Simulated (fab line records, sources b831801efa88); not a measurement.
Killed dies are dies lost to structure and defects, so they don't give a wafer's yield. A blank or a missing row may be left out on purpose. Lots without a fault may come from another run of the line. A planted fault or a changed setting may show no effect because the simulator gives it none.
Chamber matching | flow sky130 | SKY_CONTACT_CMP_04 on cmp-01: 4 sister chambers
The step polishes SiO2. 8 wafers are shown with their chamber, then 7 later ones without.

WAFERS WITH THEIR CHAMBER
wafer  | chamber | motor_current_A (A) | time_to_endpoint_s (s)
L886.2 | 3       | 11.7                | 82
L891.2 | 0       | 13.5                | 105
L896.6 | 1       | 10.8                | 77
L898.2 | 0       | 12.9                | 82
L898.4 | 1       | 10.7                | 77
L898.5 | 2       | 13.7                | 85
L899.3 | 3       | 12.0                | 83
L899.4 | 2       | 13.5                | 89

WAFERS WITHOUT THEIR CHAMBER
wafer  | motor_current_A (A) | time_to_endpoint_s (s)
L899.5 | 11.0                | 81
L902.1 | 14.0                | 89
L902.2 | 12.0                | 82
L902.4 | 13.5                | 83
L906.1 | 13.6                | 86
L906.2 | 12.6                | 82
L906.4 | 10.9                | 72

WHICH CHAMBER EACH WENT THROUGH
wafer  | from the rows above          | in truth
L899.5 | 1                            | 1
L902.1 | can't be placed: 2 or 0      | 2
L902.2 | 3                            | 3
L902.4 | can't be placed: 2 or 0      | 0
L906.1 | can't be placed: 2 or 0      | 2
L906.2 | can't be placed: 0 or 3 or 2 | 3
L906.4 | 1                            | 1
Placed correctly: 3 of 7. Can't be placed from these rows: 4 (the true chamber is among the candidates in 4). Placed wrongly: 0.
How it was worked out, from the rows above alone: a wafer's distance from a chamber is the root of the sum, over the readings, of the square of ((its reading less the chamber's mean) divided by the reading's scatter). The wafer belongs to the nearest chamber; if the next one is less than 2 further off, it can't be placed. A chamber's mean is the mean of its shown wafers. The scatter: the root of (the sum of the squares of (reading less its chamber's mean) over the shown wafers, divided by (wafers less chambers)).
